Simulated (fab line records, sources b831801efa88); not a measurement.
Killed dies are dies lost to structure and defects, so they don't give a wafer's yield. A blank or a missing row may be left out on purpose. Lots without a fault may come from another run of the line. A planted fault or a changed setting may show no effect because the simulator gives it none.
Which tool did it? | flow gf180mcu | 7 lots, 21 wafers sampled, at 2 steps of a route of 602

WHAT THE GAUGES READ, wafer by wafer
GF_DUAL_GATE_THK_MEAS_03.
lot  | measured     | on            | DUAL_GATE_OXIDATION_00_THK (nm)
L874 | day 7 23:27  | film_metro-03 | 10.91 10.90 10.73
L876 | day 8 11:50  | film_metro-03 | 10.83 10.72 10.70
L878 | day 9 00:59  | film_metro-01 | 10.77 10.73 10.76
L880 | day 9 15:34  | film_metro-03 | 10.78 10.78 10.67
L882 | day 10 03:05 | film_metro-01 | 10.93 10.99 10.97
L884 | day 10 19:35 | film_metro-03 | 11.18 11.07 11.06
L894 | day 13 17:38 | film_metro-01 | 11.88 11.97 11.85

WHICH TOOL RAN EACH LOT (tool, then ch and the chambers of the sampled wafers, then the start)
lot  | GF_VT_IMPLANT_STRIP_20
L874 | plasma_asher-03 ch 0,1, day 6 12:37
L876 | plasma_asher-02 ch 0,1, day 7 01:04
L878 | plasma_asher-01 ch 1, day 7 13:02
L880 | plasma_asher-02 ch 0,1, day 8 01:50
L882 | plasma_asher-02 ch 0, day 8 14:31
L884 | plasma_asher-02 ch 0,1, day 9 05:49
L894 | plasma_asher-03 ch 0,1, day 11 23:19
- GF_VT_IMPLANT_STRIP_20: strips in O2/N2.

THE ANSWER, worked out from the rows above alone
Rule: what is usual is taken from the lots themselves. Put in order of their means at a reading, lots are off if they are a third of the lots or fewer, leave a main group of 4 or more, and stand apart from it by a gap of 3 or more times the standard deviation of the main group's means; of several such gaps the widest counts. A main group whose means are all the same, to the digits that the tables above print for the reading, isn't used. A lot without any number at a reading at which 4 lots or more have one is off too. The other lots that the step has rows for count as sound.
Off: L894, at GF_DUAL_GATE_THK_MEAS_03 (DUAL_GATE_OXIDATION_00_THK). The main group: mean 10.86 nm, standard deviation 0.13.
A tool fits if, at a process step before that reading, it ran every lot that is off, and no sound lot after the first of them. The gauges at GF_DUAL_GATE_THK_MEAS_03 are tried like those tools. Can't be told from this: 2 tools fit, plasma_asher-03 at GF_VT_IMPLANT_STRIP_20, film_metro-01 at GF_DUAL_GATE_THK_MEAS_03.

WHAT THE SIMULATOR HAD PUT IN
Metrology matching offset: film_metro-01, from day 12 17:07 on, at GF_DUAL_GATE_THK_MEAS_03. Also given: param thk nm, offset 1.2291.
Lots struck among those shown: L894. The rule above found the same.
